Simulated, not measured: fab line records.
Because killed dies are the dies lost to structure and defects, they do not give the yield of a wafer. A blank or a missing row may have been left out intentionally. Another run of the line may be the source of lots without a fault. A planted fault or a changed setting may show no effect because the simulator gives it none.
Comparing a struck lot with a sound one    flow sky130    22 steps out of a route of 708
Sound: wafers L220.3, L220.4, L220.5. Struck: wafer L223.6 (left out: L223.1, a lot-mate that was not struck); the cause follows at the end.
Each step with rows lists, per side, the tool, then ch with its chambers, then its first start. Under that, the readings that differ: sound wafers    struck wafers    difference of the means    sigmas: that difference in standard deviations of wafers without a fault.
alike: same words and numbers on both sides, and readings whose means sit less than 2 such deviations apart. not compared: any withheld reading, any reading some wafer has no value for, any bound like >300 that may hide the same value, and any number with overlapping values for which the record gives no deviation.
A row with sigmas, a row that says differs or no value, or rows on one side alone: a step with any of these is where the two part. Numbers that have no deviation but don't overlap get no sigmas and don't part them. A reading that every wafer of one side lacks parts them only if that side has two wafers or more.

first, 1 step without rows for these wafers: SKY_LOCAL_INTERCONNECT_CLEAN_18 (cleans in O3/DIW).
SKY_CONTACT_CVD_00: deposits Si3N4, target thk 75 nm.
  sound on pecvd-01 ch 0,2, day 31 16:28; struck on pecvd-01 ch 2, day 32 18:13
  alike: heater_power_w
SKY_CONTACT_THK_MEAS_01:
  sound on film_metro-03 at day 31 16:32; struck on film_metro-02 at day 32 18:15
  alike: CONTACT_CVD_00_THK
then, 1 step without rows for these wafers: SKY_CONTACT_HDPCVD_02 (deposits SiO2, target thk 565 nm, time 94.2 s).
SKY_CONTACT_THK_MEAS_03:
  sound on film_metro-02 at day 31 16:39; struck on film_metro-01 at day 32 18:26
  alike: CONTACT_HDPCVD_THK
SKY_CONTACT_CMP_04: polishes SiO2.
  sound on cmp-01 ch 2,3, day 31 16:41; struck on cmp-02 ch 0, day 32 18:38
reading                 sound     struck  difference  sigmas
time_to_endpoint_s (s)  85 89 85  78      -8          -2
  alike: motor_current_A, retaining_ring_pressure_frac
SKY_CONTACT_BOW_MEAS_05:
  sound on film_metro-01 at day 31 17:02; struck on film_metro-03 at day 32 18:56
  alike: CONTACT_BOW
then, 5 steps without rows for these wafers: SKY_CONTACT_DEHYDRATE_06 (time 60 s); SKY_CONTACT_HMDS_07 (prime time 60 s); SKY_CONTACT_COAT_08 (resist thk 60 nm); SKY_CONTACT_COAT_09 (resist thk 450 nm); SKY_CONTACT_SOFTBAKE_10 (time 90 s).
SKY_CONTACT_EXPOSE_11: exposes mask CTM1, target cd 170 nm.
  sound on krf_scanner-02 ch 0, day 32 06:49; struck on krf_scanner-02 ch 0, day 33 08:17
  alike: mask
then, 2 steps without rows for these wafers: SKY_CONTACT_PEB_12; SKY_CONTACT_DEVELOP_13 (develop time 60 s).
SKY_CONTACT_CD_MEAS_14: target cd 170 nm.
  sound on cd_sem-02 at day 32 19:44; struck on cd_sem-01 at day 33 21:14
reading     sound              struck  difference  sigmas
cd_nm (nm)  170.2 169.4 169.1  126.8   -42.8       -27
SKY_CONTACT_OVL_MEAS_15:
  sound on overlay-02 at day 32 19:50; struck on overlay-02 at day 33 21:22
  alike: CONTACT_OVL
SKY_CONTACT_ETCH_16: etches BARC in N2/H2, stops on SiO2, time 45.9 s, target depth 60 nm.
  sound on rie_diel-03 ch 0,3, day 32 19:51; struck on rie_diel-04 ch 2, day 33 21:24
reading                   sound              struck  difference  sigmas
model.CONTACT.cd_nm (nm)  170.7 170.7 169.1  126.9   -43.3       
  alike: drypump_motor_current_A, oes_product_au, throttle_valve_pct
  not compared: rf_hours_counter_h
SKY_CONTACT_ETCH_17: etches SiO2 in C4F8/O2/Ar, stops on Si3N4, target depth 340 nm.
  sound on rie_diel-03 ch 0,3, day 32 19:54; struck on rie_diel-04 ch 2, day 33 21:26
  alike: oes_product_au
SKY_CONTACT_ETCH_18: etches Si3N4 in CHF3/O2, stops on TiN, time 39 s, target depth 75 nm.
  sound: rie_diel-03 ch 0,3; struck: rie_diel-04 ch 2
reading                   sound              struck  difference  sigmas
model.CONTACT.cd_nm (nm)  170.8 170.5 169.2  127.3   -42.9       
  alike: chf3_flow_sccm, drypump_motor_current_A, oes_product_au, throttle_valve_pct
  not compared: rf_hours_counter_h
SKY_CONTACT_STRIP_19: strips in O2/N2.
  sound on plasma_asher-01 ch 0,1, day 32 20:01; struck on plasma_asher-01 ch 0, day 33 21:32
reading                sound              struck  difference  sigmas
oes_product_au (a.u.)  0.387 0.373 0.385  0.371   -0.011      -2
  alike: drypump_motor_current_A, strip_time_to_endpoint_s
  not compared: rf_hours_counter_h
-- the record jumps here: 14 days lie between the struck wafers' starts before and after (it left off in module CONTACT and takes up again in module PAD_OPEN, whose first step shown is number 708 of the route) --
SKY_PAD_OPEN_PROBE_99:
  sound on prober-02 at day 46 15:07; struck on prober-01 at day 47 13:07
reading              sound     struck  difference  sigmas
killed_at_contacts   21 29 26  426     +401        +79
killed_at_front_end  18 8 10   29      +17         +4
killed_dies          76 90 88  491     +406        +43
killed_on_rim        13 19 21  96      +78         +18
  alike: killed_at_M0_to_M3, killed_at_M4_up, killed_at_other, killed_open, killed_short

WHERE THEY PART
Last at SKY_PAD_OPEN_PROBE_99 as far as this record goes, first at SKY_CONTACT_CMP_04.

WHY: whatever the simulator had introduced
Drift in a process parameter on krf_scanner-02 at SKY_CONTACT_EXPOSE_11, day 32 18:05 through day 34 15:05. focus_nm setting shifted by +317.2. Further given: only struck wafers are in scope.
